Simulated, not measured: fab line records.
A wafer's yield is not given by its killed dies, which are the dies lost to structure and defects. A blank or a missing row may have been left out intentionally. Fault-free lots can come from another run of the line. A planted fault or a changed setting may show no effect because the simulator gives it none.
Commonality check across tools | flow gf180mcu | Lots sampled 10, wafers sampled 30

THE REASON FOR OPENING IT
GF_V2_RS_MEAS_24, reading V2_W_RS: flagged on 2 of 10 lots. No-fault wafers: 0.327 ohm/sq, standard deviation 0.0044.
Rule: a lot gets a flag if all its wafers with a number sit over 4 standard deviations from that mean, or if no wafer of it has a number. All remaining lots are regarded as sound.

lot  | measured     | on           | V2_W_RS (ohm/sq), wafer by wafer | flag
L399 | day 21 23:36 | filmMetro-03 | 0.327 0.329 0.325                | 
L400 | day 22 14:39 | filmMetro-01 | 0.323 0.331 0.331                | 
L402 | day 23 09:02 | filmMetro-03 | 0.324 0.324 0.334                | 
L406 | day 24 15:20 | filmMetro-03 | 0.194 0.194 0.193                | FLAGGED
L408 | day 25 04:39 | filmMetro-03 | 0.195 0.194 0.194                | FLAGGED
L410 | day 25 15:25 | filmMetro-03 | 0.322 0.324 0.329                | 
L411 | day 25 20:32 | filmMetro-01 | 0.329 0.333 0.325                | 
L413 | day 26 12:48 | filmMetro-01 | 0.331 0.329 0.335                | 
L418 | day 27 20:36 | filmMetro-01 | 0.330 0.326 0.320                | 
L420 | day 28 14:02 | filmMetro-01 | 0.323 0.330 0.327                | 
Average over the flagged lots: 0.194 ohm/sq; offset from the usual -0.133 ohm/sq, equal to -30 standard deviations.

WHICH TOOL EACH LOT WENT THROUGH
The record holds 3 process steps before the reading, out of a route of 602 steps. Every cell lists first the tool, next ch and the chambers used by the sampled wafers, and last the start.
lot  | flag    | GF_V2_CVD_02                    | GF_V2_ETCH_16                     | GF_V2_CVD_23
L399 |         | pecvd-03 ch 0,1,2, day 20 21:16 | rieDiel-02 ch 0,2,3, day 21 22:44 | cvdW-02 ch 0,1, day 21 23:29
L400 |         | pecvd-04 ch 0,2, day 21 13:18   | rieDiel-02 ch 0,2,3, day 22 13:46 | cvdW-01 ch 0,1, day 22 14:32
L402 |         | pecvd-02 ch 0,2, day 22 08:21   | rieDiel-02 ch 0,1,3, day 23 08:10 | cvdW-01 ch 0,1, day 23 08:55
L406 | FLAGGED | pecvd-02 ch 0,2, day 23 15:05   | rieDiel-02 ch 1,2,3, day 24 14:26 | cvdW-01 ch 0,1, day 24 15:13
L408 | FLAGGED | pecvd-03 ch 0,1,2, day 24 07:41 | rieDiel-02 ch 0,1,2, day 25 03:46 | cvdW-01 ch 0,1, day 25 04:31
L410 |         | pecvd-04 ch 0,2, day 24 17:06   | rieDiel-03 ch 0,1,3, day 25 14:32 | cvdW-02 ch 0,1, day 25 15:18
L411 |         | pecvd-04 ch 0,1,2, day 24 22:09 | rieDiel-03 ch 0,1,3, day 25 19:37 | cvdW-02 ch 0,1, day 25 20:25
L413 |         | pecvd-04 ch 0,1,2, day 25 14:07 | rieDiel-03 ch 0,1,2, day 26 11:52 | cvdW-02 ch 0,1, day 26 12:40
L418 |         | pecvd-03 ch 1,2, day 26 23:12   | rieDiel-03 ch 0,3, day 27 19:43   | cvdW-01 ch 0,1, day 27 20:29
L420 |         | pecvd-04 ch 0,1, day 27 15:39   | rieDiel-02 ch 0,1, day 28 13:05   | cvdW-02 ch 0,1, day 28 13:55
These steps, and what they do:
- GF_V2_CVD_02: deposits SiO2 from TEOS, target thk 850 nm, time 94.851 s.
- GF_V2_ETCH_16: etches BARC in N2/H2.
- GF_V2_CVD_23: deposits W, target thk 350 nm, time 104.94 s.
- GF_V2_RS_MEAS_24: measures by four-point-probe.

FLAGGED OVER TOTAL, TOOL BY TOOL (the gauges that took the reading come last)
step             | tool         | lots run | flagged | share of the flagged lots | sound lots run after its first flagged lot
GF_V2_CVD_02     | pecvd-02     | 2        | 1       | some                      | 0
GF_V2_CVD_02     | pecvd-03     | 3        | 1       | some                      | 1 (L418)
GF_V2_CVD_02     | pecvd-04     | 5        | 0       | none                      | -
GF_V2_ETCH_16    | rieDiel-02   | 6        | 2       | all                       | 1 (L420)
GF_V2_ETCH_16    | rieDiel-03   | 4        | 0       | none                      | -
GF_V2_CVD_23     | cvdW-01      | 5        | 2       | all                       | 1 (L418)
GF_V2_CVD_23     | cvdW-02      | 5        | 0       | none                      | -
GF_V2_RS_MEAS_24 | filmMetro-01 | 5        | 0       | none                      | -
GF_V2_RS_MEAS_24 | filmMetro-03 | 5        | 2       | all                       | 1 (L410)

WHAT IS ALLOWED BY THE TABLE
3 rows of the table ran every flagged lot: rieDiel-02 at GF_V2_ETCH_16, cvdW-01 at GF_V2_CVD_23, filmMetro-03 at GF_V2_RS_MEAS_24.
- rieDiel-02 at GF_V2_ETCH_16 ran 6 lots, 2 of them flagged. Sound lots followed the first flagged one (L420) on it, something a lasting fault affecting the whole tool could not allow.
- cvdW-01 at GF_V2_CVD_23 ran 5 lots, 2 of them flagged. Sound lots followed the first flagged one (L418) on it, something a lasting fault affecting the whole tool could not allow. Its own readings lie more than 4 standard deviations out on every wafer of the flagged lots: heaterPowerOuterW, heaterPowerW, susceptorTempC.
- filmMetro-03 at GF_V2_RS_MEAS_24 ran 5 lots, 2 of them flagged. Sound lots followed the first flagged one (L410) on it, something a lasting fault affecting the whole tool could not allow.
Every row of the table either missed a flagged lot or ran a sound lot after the first.

WHAT THE SIMULATOR PUT IN
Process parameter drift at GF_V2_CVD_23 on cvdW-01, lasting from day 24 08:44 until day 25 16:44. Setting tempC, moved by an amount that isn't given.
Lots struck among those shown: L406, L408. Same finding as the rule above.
